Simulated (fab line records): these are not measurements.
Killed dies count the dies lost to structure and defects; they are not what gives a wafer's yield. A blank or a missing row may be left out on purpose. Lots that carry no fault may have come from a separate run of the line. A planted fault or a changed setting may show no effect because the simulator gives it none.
Matching of chambers || flow sky130 || 3 sister chambers for SKY_CAP2M_CVD_00 on pecvd-01
The step deposits SiO2, target thk 15.5 nm. 18 wafers are shown with their chamber, then 9 later ones without.

== WAFERS PAIRED WITH THEIR CHAMBERS ==
{"wafer": "L075.2", "chamber": 0, "heater_power_w (W)": 581}
{"wafer": "L075.5", "chamber": 1, "heater_power_w (W)": 727}
{"wafer": "L075.6", "chamber": 0, "heater_power_w (W)": 602}
{"wafer": "L077.1", "chamber": 1, "heater_power_w (W)": 727}
{"wafer": "L077.2", "chamber": 2, "heater_power_w (W)": 730}
{"wafer": "L077.3", "chamber": 0, "heater_power_w (W)": 586}
{"wafer": "L077.4", "chamber": 1, "heater_power_w (W)": 706}
{"wafer": "L077.5", "chamber": 0, "heater_power_w (W)": 596}
{"wafer": "L077.6", "chamber": 2, "heater_power_w (W)": 722}
{"wafer": "L078.1", "chamber": 0, "heater_power_w (W)": 630}
{"wafer": "L078.2", "chamber": 2, "heater_power_w (W)": 770}
{"wafer": "L078.3", "chamber": 1, "heater_power_w (W)": 704}
{"wafer": "L078.4", "chamber": 0, "heater_power_w (W)": 629}
{"wafer": "L078.5", "chamber": 2, "heater_power_w (W)": 772}
{"wafer": "L078.6", "chamber": 1, "heater_power_w (W)": 710}
{"wafer": "L084.2", "chamber": 2, "heater_power_w (W)": 738}
{"wafer": "L084.5", "chamber": 1, "heater_power_w (W)": 744}
{"wafer": "L084.6", "chamber": 2, "heater_power_w (W)": 741}

SIGNATURES, as means of the wafers listed above
{"reading": "heater_power_w", "chamber 0": 604.00, "chamber 1": 719.67, "chamber 2": 745.50, "scatter within a chamber": 19.4}
Rule: for a wafer and a chamber, the distance is found by dividing, reading by reading, the gap between the wafer's reading and the chamber's mean by the reading's scatter, squaring, summing and taking the root. If the next closest chamber is less than 2 further off than the closest, the wafer can't be placed; otherwise it belongs to the closest. The scatter is the square root of a quotient: the sum, over the shown wafers, of each reading's squared deviation from its chamber's mean, divided by wafers minus chambers.

== WAFERS MISSING THEIR CHAMBER ==
{"wafer": "L089.1", "heater_power_w (W)": 692}
{"wafer": "L089.5", "heater_power_w (W)": 714}
{"wafer": "L089.6", "heater_power_w (W)": 679}
{"wafer": "L094.3", "heater_power_w (W)": 588}
{"wafer": "L094.4", "heater_power_w (W)": 592}
{"wafer": "L094.6", "heater_power_w (W)": 717}
{"wafer": "L096.1", "heater_power_w (W)": 648}
{"wafer": "L096.4", "heater_power_w (W)": 761}
{"wafer": "L096.6", "heater_power_w (W)": 809}

== WHICH CHAMBER EACH WENT THROUGH ==
{"wafer": "L089.1", "from the rows above": "can't be placed: 1 or 2", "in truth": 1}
{"wafer": "L089.5", "from the rows above": "can't be placed: 1 or 2", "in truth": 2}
{"wafer": "L089.6", "from the rows above": "can't be placed: 1 or 2 or 0", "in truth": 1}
{"wafer": "L094.3", "from the rows above": 0, "in truth": 0}
{"wafer": "L094.4", "from the rows above": 0, "in truth": 0}
{"wafer": "L094.6", "from the rows above": "can't be placed: 1 or 2", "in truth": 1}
{"wafer": "L096.1", "from the rows above": "can't be placed: 0 or 1", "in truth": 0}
{"wafer": "L096.4", "from the rows above": "can't be placed: 2 or 1", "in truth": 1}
{"wafer": "L096.6", "from the rows above": "can't be placed: 2 or 1", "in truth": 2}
Placed correctly: 2 of 9. From these rows, 7 cannot be placed; in 7 the true chamber is one of the candidates. Number placed wrongly: 0.
